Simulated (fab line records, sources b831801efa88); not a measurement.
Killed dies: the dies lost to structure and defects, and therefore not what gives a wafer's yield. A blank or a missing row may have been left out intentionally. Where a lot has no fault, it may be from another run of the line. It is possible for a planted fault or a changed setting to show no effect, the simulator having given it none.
Commonality check across tools    flow sky130    Lots sampled 12, wafers sampled 36

== WHY THIS WAS OPENED ==
4 of 12 lots carry a flag on the reading VT_ADJUST_NCORE_TW at SKY_VT_ADJUST_NCORE_TW_MEAS_11. Fault-free wafers read 219.9, with a standard deviation of 1.7.
Rule: a lot is flagged in two cases, either no wafer of it has a number, or all its wafers with numbers fall more than 4 standard deviations from that mean. The rest of the lots are taken to be sound.

lot   measured      on            VT_ADJUST_NCORE_TW, wafer by wafer  flag
L407  day 8 12:36   filmMetro-04  219.3 218.7 218.1                   
L408  day 8 19:50   filmMetro-04  219.0 217.9 218.7                   
L409  day 9 04:27   filmMetro-01  218.5 220.9 220.0                   
L410  day 9 13:17   filmMetro-02  218.8 220.7 219.9                   
L411  day 9 21:29   filmMetro-02  219.0 220.0 220.5                   
L412  day 10 01:50  filmMetro-04  219.7 218.1 218.8                   
L413  day 10 07:38  filmMetro-01  219.3 221.6 220.8                   
L416  day 11 05:15  filmMetro-04  218.8 219.0 217.7                   
L417  day 11 08:08  filmMetro-02  317.1 318.3 317.5                   FLAGGED
L418  day 11 19:41  filmMetro-02  316.7 318.4 316.6                   FLAGGED
L419  day 12 11:04  filmMetro-04  317.3 318.6 317.2                   FLAGGED
L420  day 12 16:44  filmMetro-01  323.0 324.1 321.9                   FLAGGED
The numbers of the flagged lots are 318.9 on average: +99.0 against the usual, or +58 standard deviations.

== WHICH TOOL EACH LOT WENT THROUGH ==
The record holds 2 process steps before the reading, out of a route of 708 steps. In each cell: the tool, then ch and the chambers that the sampled wafers went through, then the start.
lot   flag     SKY_VT_ADJUST_LVTN_STRIP_09          SKY_VT_ADJUST_NCORE_IMPLANT_09
L407           plasmaAsher-04 ch 0,1, day 6 19:59   implanter-03 ch 0, day 8 12:23
L408           plasmaAsher-02 ch 0,1, day 7 03:12   implanter-03 ch 0, day 8 19:35
L409           plasmaAsher-04 ch 0,1, day 7 11:28   implanter-03 ch 0, day 9 04:12
L410           plasmaAsher-04 ch 0,1, day 7 20:30   implanter-04 ch 0, day 9 13:04
L411           plasmaAsher-04 ch 0,1, day 8 03:56   implanter-03 ch 0, day 9 21:16
L412           plasmaAsher-02 ch 0,1, day 8 09:01   implanter-04 ch 0, day 10 01:36
L413           plasmaAsher-04 ch 0,1, day 8 13:20   implanter-04 ch 0, day 10 07:25
L416           plasmaAsher-04 ch 0,1, day 9 07:48   implanter-01 ch 0, day 11 05:00
L417  FLAGGED  plasmaAsher-02 ch 0,1, day 9 11:12   implanter-03 ch 0, day 11 07:55
L418  FLAGGED  plasmaAsher-01 ch 0,1, day 9 20:49   implanter-03 ch 0, day 11 19:27
L419  FLAGGED  plasmaAsher-02 ch 0,1, day 10 11:06  implanter-01 ch 0, day 12 10:52
L420  FLAGGED  plasmaAsher-02 ch 0, day 10 15:31    implanter-01 ch 0, day 12 16:30
What these steps do:
- SKY_VT_ADJUST_LVTN_STRIP_09: strips in O2/N2.
- SKY_VT_ADJUST_NCORE_IMPLANT_09
- SKY_VT_ADJUST_NCORE_TW_MEAS_11

== FLAGGED OVER TOTAL, TOOL BY TOOL (the gauges that took the reading come last) ==
step                            tool            lots run  flagged  share of the flagged lots  sound lots run after its first flagged lot
SKY_VT_ADJUST_LVTN_STRIP_09     plasmaAsher-01  1         1        some                       0
SKY_VT_ADJUST_LVTN_STRIP_09     plasmaAsher-02  5         3        some                       0
SKY_VT_ADJUST_LVTN_STRIP_09     plasmaAsher-04  6         0        none                       -
SKY_VT_ADJUST_NCORE_IMPLANT_09  implanter-01    3         2        some                       0
SKY_VT_ADJUST_NCORE_IMPLANT_09  implanter-03    6         2        some                       0
SKY_VT_ADJUST_NCORE_IMPLANT_09  implanter-04    3         0        none                       -
SKY_VT_ADJUST_NCORE_TW_MEAS_11  filmMetro-01    3         1        some                       0
SKY_VT_ADJUST_NCORE_TW_MEAS_11  filmMetro-02    4         2        some                       0
SKY_VT_ADJUST_NCORE_TW_MEAS_11  filmMetro-04    5         1        some                       0

== THE TABLE: WHAT IT ALLOWS ==
No row of the table ran every flagged lot.

== WHAT HAD BEEN PUT IN BY THE SIMULATOR ==
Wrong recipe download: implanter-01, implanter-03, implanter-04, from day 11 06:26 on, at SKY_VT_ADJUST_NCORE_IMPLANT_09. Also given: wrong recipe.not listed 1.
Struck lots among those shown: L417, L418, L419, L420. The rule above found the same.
